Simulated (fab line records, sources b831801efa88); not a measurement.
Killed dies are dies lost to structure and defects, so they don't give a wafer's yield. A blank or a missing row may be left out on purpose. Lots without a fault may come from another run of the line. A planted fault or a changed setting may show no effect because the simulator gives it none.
Chamber matching | flow sky130 | SKY_VIA4_CMP_02 on cmp-02: 4 sister chambers
The step polishes SiO2. 8 wafers are shown with their chamber, then 9 later ones without.

WAFERS WITH THEIR CHAMBER
wafer  | chamber | motor_current_A (A)
L334.2 | 0       | 10.9
L334.4 | 1       | 11.6
L335.1 | 3       | 9.3
L335.4 | 1       | 11.0
L335.6 | 2       | 15.6
L338.1 | 0       | 11.6
L338.2 | 3       | 9.3
L338.3 | 2       | 14.1

WAFERS WITHOUT THEIR CHAMBER
wafer  | motor_current_A (A)
L339.2 | 10.2
L339.5 | 15.5
L339.6 | 9.5
L345.1 | 14.9
L345.2 | 11.2
L345.6 | 11.0
L349.1 | 14.8
L349.2 | 10.3
L349.6 | 9.1

WHICH CHAMBER EACH WENT THROUGH
wafer  | from the rows above          | in truth
L339.2 | can't be placed: 3 or 0 or 1 | 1
L339.5 | 2                            | 2
L339.6 | 3                            | 3
L345.1 | 2                            | 2
L345.2 | can't be placed: 0 or 1      | 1
L345.6 | can't be placed: 0 or 1      | 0
L349.1 | 2                            | 2
L349.2 | can't be placed: 0 or 1 or 3 | 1
L349.6 | 3                            | 3
Placed correctly: 5 of 9. Can't be placed from these rows: 4 (the true chamber is among the candidates in 4). Placed wrongly: 0.
How it was worked out, from the rows above alone: a wafer's distance from a chamber is the root of the sum, over the readings, of the square of ((its reading less the chamber's mean) divided by the reading's scatter). The wafer belongs to the nearest chamber; if the next one is less than 2 further off, it can't be placed. A chamber's mean is the mean of its shown wafers. The scatter: the root of (the sum of the squares of (reading less its chamber's mean) over the shown wafers, divided by (wafers less chambers)).
